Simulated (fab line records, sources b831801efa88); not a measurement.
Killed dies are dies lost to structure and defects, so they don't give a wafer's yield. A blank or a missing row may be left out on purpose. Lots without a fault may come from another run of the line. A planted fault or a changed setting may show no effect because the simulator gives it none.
A struck lot beside a sound one | flow gf180mcu | 16 steps out of a route of 602
Sound: wafers L486.1, L486.4, L486.5. Struck: wafers L497.2, L497.4, L497.5. The cause comes at the end.
At each step with rows: each side's tool, then ch and its chambers, then its first start. Under that, the readings that differ: sound wafers | struck wafers | difference of the means | sigmas: that difference in standard deviations of wafers without a fault.
alike: readings whose means differ by less than 2 such deviations, and words and numbers that are the same on both sides. not compared: withheld readings, readings that some wafer has no value for, bounds like >300 that may hide the same value, and numbers for which the record gives no deviation and whose values overlap.
The two part at a step that has a row with sigmas, a row that says differs or no value, or rows on one side only. Numbers that don't overlap but have no deviation are shown without sigmas and don't part them. A reading that every wafer of one side lacks parts them only if that side has two wafers or more.

first, 6 steps without rows for these wafers: GF_TOP_METAL_HMDS_08 (prime time 60 s); GF_TOP_METAL_COAT_09 (resist thk 1500 nm); GF_TOP_METAL_SOFTBAKE_10 (time 60 s); GF_TOP_METAL_EXPOSE_11 (exposes mask MetalTop, target cd 440 nm); GF_TOP_METAL_PEB_12; GF_TOP_METAL_DEVELOP_13 (develop time 60 s).
GF_TOP_METAL_CD_MEAS_14: target cd 440 nm.
  sound on cd_sem-02, day 29 01:37; struck on cd_sem-01, day 32 05:20
  reading    | sound             | struck            | difference | sigmas
  cd_nm (nm) | 435.2 432.9 434.1 | 439.3 439.9 439.8 | +5.6       | +3
GF_TOP_METAL_OVL_MEAS_15:
  sound on overlay-01, day 29 01:44; struck on overlay-02, day 32 05:27
  reading            | sound          | struck      | difference | sigmas
  TOP_METAL_OVL (nm) | -2.2 -2.7 -1.1 | 2.3 2.8 3.3 | +4.8       | +2
GF_TOP_METAL_METAL_ETCH_16: etches the open film in Cl2/BCl3, stops on SiO2, target depth 1197 nm, time 199.5 s.
  sound on rie_metal-01 ch 0,1, day 29 01:46; struck on rie_metal-03 ch 0, day 32 05:32
  alike: drypump_motor_current_A, oes_product_au, throttle_valve_pct
  not compared: rf_hours_counter_h
GF_TOP_METAL_STRIP_17: strips in O2/N2.
  sound on plasma_asher-03 ch 0,1, day 29 01:57; struck on plasma_asher-03 ch 0,1, day 32 05:52
  alike: drypump_motor_current_A, heater_power_w, oes_product_au, strip_time_to_endpoint_s
  not compared: rf_hours_counter_h
then, 2 steps without rows for these wafers: GF_TOP_METAL_STRIP_18 (strips in post etch residue remover, time 1200 s); GF_TOP_METAL_CLEAN_19 (cleans in DIW).
GF_PASSIVATION_CVD_00: deposits SiO2 from TEOS, target thk 1000 nm, time 111.95 s.
  sound on pecvd-04 ch 1,2, day 29 02:29; struck on pecvd-04 ch 0,2, day 32 06:24
  reading                                      | sound             | struck            | difference | sigmas
  rf_fwd_power_W (W)                           | 595.0 596.9 595.6 | 503.2 500.2 502.5 | -93.9      | -39
  model.SiO2_of_PASSIVATION_CVD_00.thk_nm (nm) | 979.6 1019 1015   | 938.7 954.1 946.2 | -58.2      |
  alike: heater_power_w
GF_PASSIVATION_THK_MEAS_01:
  sound on film_metro-02, day 29 02:34; struck on film_metro-01, day 32 06:43
  reading                     | sound         | struck      | difference | sigmas
  PASSIVATION_CVD_00_THK (nm) | 980 1020 1015 | 938 954 947 | -59        | -4
  not compared: hold
GF_PASSIVATION_CVD_02: deposits Si3N4, target thk 700 nm, time 486.18 s.
  sound on pecvd-02 ch 0,1, day 29 02:37; struck on pecvd-01 ch 1,2, day 32 11:18
  reading | sound | struck                                                                     | difference                   | sigmas
  hold    | - - - | await_dispo/4.5h/release await_dispo/4.5h/release await_dispo/4.5h/release | no value on the sound wafers |
  alike: heater_power_w, rf_fwd_power_W
GF_PASSIVATION_PROBE_99:
  the record has rows for the struck wafers here (prober-02, day 33 00:56) and none for the sound ones

WHERE THEY PART
First at GF_TOP_METAL_CD_MEAS_14; last, within this record, at GF_PASSIVATION_PROBE_99.

WHY: what the simulator had put in
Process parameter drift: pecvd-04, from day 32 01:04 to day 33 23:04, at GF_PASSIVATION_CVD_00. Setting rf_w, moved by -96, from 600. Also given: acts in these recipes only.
